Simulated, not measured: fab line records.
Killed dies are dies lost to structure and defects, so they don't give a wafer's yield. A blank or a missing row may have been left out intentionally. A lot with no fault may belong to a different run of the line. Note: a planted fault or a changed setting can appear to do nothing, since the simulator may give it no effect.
Code-filled problem report in 8D (eight disciplines) form || flow gf180mcu || the parts of the form that need people (team, actions taken, sign-off) are left out

== 1. WHAT IS WRONG ==
Mean of doseIonsCm2 at GF_HV_LDD_IMPLANT_35: 7.8e+12 across 6 wafers in 2 lots; on wafers with no fault it is 7.5e+12 (standard deviation 8.4e+09). That is +39 standard deviations from the usual mean.
First observed at day 16 08:48: wafer L898.2, on implanter-04. The record has a number at this step for 42 wafers belonging to 14 lots. Rule for "out" (also "out of limits"): further than 4 standard deviations from the usual mean. The other wafers with a number count as sound.

== 2. WHAT IT IS, WHAT IT ISN'T ==
{"question": "which readings at this step", "is": "doseIonsCm2", "is not": "-"}
{"question": "which lots", "is": "L898, L901", "is not": "L883, L884, L885, L886, L887, L888, L889, L890, L891, L896, L900, L905"}
{"question": "which wafers of those lots", "is": "all that have a number", "is not": "-"}
{"question": "read on which tools", "is": "implanter-04", "is not": "implanter-01, implanter-03"}
{"question": "when", "is": "from day 16 08:48", "is not": "up to then (30 sound wafers); but 6 sound wafers of L900, L905 came after"}

== 3. WHAT RULES OUT EACH SUSPECT ==
Counting: a tool stays on the suspect list if, at a process step up to the reading, it processed all lots that are out and no sound lot following the first of them.
- implanter-04 at GF_HV_LDD_IMPLANT_35: kept. It ran every lot that is out, first L898 (day 16 08:48), and no sound lot after that; its last sound lot up to then is L888 (day 13 05:25). Its own doseIonsCm2 readings are out on those wafers.
The count leaves implanter-04 at GF_HV_LDD_IMPLANT_35.

== 4. THE CAUSE (what the simulator had put in) ==
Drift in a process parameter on implanter-04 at GF_HV_LDD_IMPLANT_35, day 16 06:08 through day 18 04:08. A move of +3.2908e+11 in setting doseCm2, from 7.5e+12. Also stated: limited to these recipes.
Only this tool survived the counting.

== 5. THE EFFECT CHAIN, in route order ==
Each row: a reading whose mean over the struck wafers that have a number lies more than 3 standard deviations from the usual. Scope: only readings with a usual standard deviation given in the record; hours: median across lots of the time from each lot's start at the first step in this table that gives one to its start at this step; sigmas: change in usual standard deviations.
{"hours": 0, "step": "GF_HV_LDD_IMPLANT_35", "reading": "doseIonsCm2", "usual": 7.5e+12, "on struck wafers": 7.8e+12, "change": "+3.2e+11", "sigmas": "+39"}
It contains these process steps:
- GF_HV_LDD_IMPLANT_35

== 6. WHAT WOULD HAVE CAUGHT IT SOONER ==
The fault began at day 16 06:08; the first out-of-limits reading in this record came at day 16 08:48, 3 hours later.
